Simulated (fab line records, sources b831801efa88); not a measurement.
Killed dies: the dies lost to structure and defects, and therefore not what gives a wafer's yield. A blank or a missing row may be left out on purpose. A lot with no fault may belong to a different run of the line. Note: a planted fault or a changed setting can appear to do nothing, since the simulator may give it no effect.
Problem report in the 8D (eight disciplines) form, filled by code | flow sky130 | the parts of the form that need people (team, actions taken, sign-off) are left out

## 1. WHAT IS WRONG
Mean of oes product au at SKY_POLY_GATE_ETCH_17: 0.857 a.u. across 2 wafers in 2 lots; on wafers with no fault it is 0.986 a.u. (standard deviation 0.0071). That puts it -18 standard deviations away from the usual mean.
The step: etches poly-Si in HBr/Cl2, stops on SiO2, target depth 180 nm, time 70.5 s.
First observed at day 19 02:11: wafer L975.4, on rie si-01. Wafers with a number at this step in the record: 40, from 14 lots. Rule for "out", or "out of limits": more than 4 standard deviations from the usual mean. Any other wafer with a number is counted as sound.

## 2. WHAT IT IS, WHAT IT ISN'T
question                    | is                | is not
which readings at this step | oes product au    | drypump motor current A, throttle valve pct
which lots                  | L975, L976        | L969, L971, L977, L980, L983, L984, L986, L988, L989, L990, L991, L992
which wafers of those lots  | L975.4, L976.1    | L975.2, L976.2
read on which tools         | rie si-01         | rie si-02
when                        | from day 19 02:11 | up to then (7 sound wafers); but 31 sound wafers of L976, L977, L980, L983, L984, L986, L988, L989, L990, L991, L992 came after

## 3. WHAT RULES OUT EACH SUSPECT
Counting: any tool at a process step up to the reading remains a suspect provided it ran every lot that is out. Sound lots after the first of them don't rule it out here, since some wafers of a struck lot are sound.
- rie si-01 at SKY_POLY_GATE_ETCH_17 (etches poly-Si in HBr/Cl2, stops on SiO2, target depth 180 nm, time 70.5 s): kept. It processed each lot that is out (first: L975, day 19 02:11); up to then, its last sound lot is L971 (day 17 08:27). On those wafers its own readings are out: oes product au.
After counting, what remains is rie si-01 at SKY_POLY_GATE_ETCH_17.

## 4. THE CAUSE (what the simulator had put in)
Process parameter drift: rie si-01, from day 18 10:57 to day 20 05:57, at SKY_POLY_GATE_ETCH_17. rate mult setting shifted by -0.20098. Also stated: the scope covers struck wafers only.
The count eliminated every tool but this one.

## 5. THE EFFECT CHAIN, in route order
Each row: a reading whose mean over the struck wafers that have a number lies more than 3 standard deviations from the usual. Scope: only readings with a usual standard deviation given in the record; hours: median across lots of the time from each lot's start at the first step in this table that gives one to its start at this step; sigmas: change in usual standard deviations.
hours | step                   | reading                  | usual      | on struck wafers | change | sigmas
0     | SKY_POLY_GATE_ETCH_17  | oes product au           | 0.986 a.u. | 0.857            | -0.129 | -18
0     | SKY_POLY_GATE_STRIP_18 | strip time to endpoint s | 3.170 s    | 3.376            | +0.206 | +6.9
Its process steps:
- SKY_POLY_GATE_ETCH_17: etches poly-Si in HBr/Cl2, stops on SiO2, target depth 180 nm, time 70.5 s.
- SKY_POLY_GATE_STRIP_18: strips in O2/N2.
Later measuring or inspecting steps at which every struck wafer that the step has a row for has a number for every such reading, and none has moved that far: SKY_LDD_N_OVL_MEAS_07.

## 6. WHAT WOULD HAVE CAUGHT IT SOONER
15 hours passed between the start of the fault at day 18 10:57 and the first reading out of limits in this record, taken at day 19 02:11.
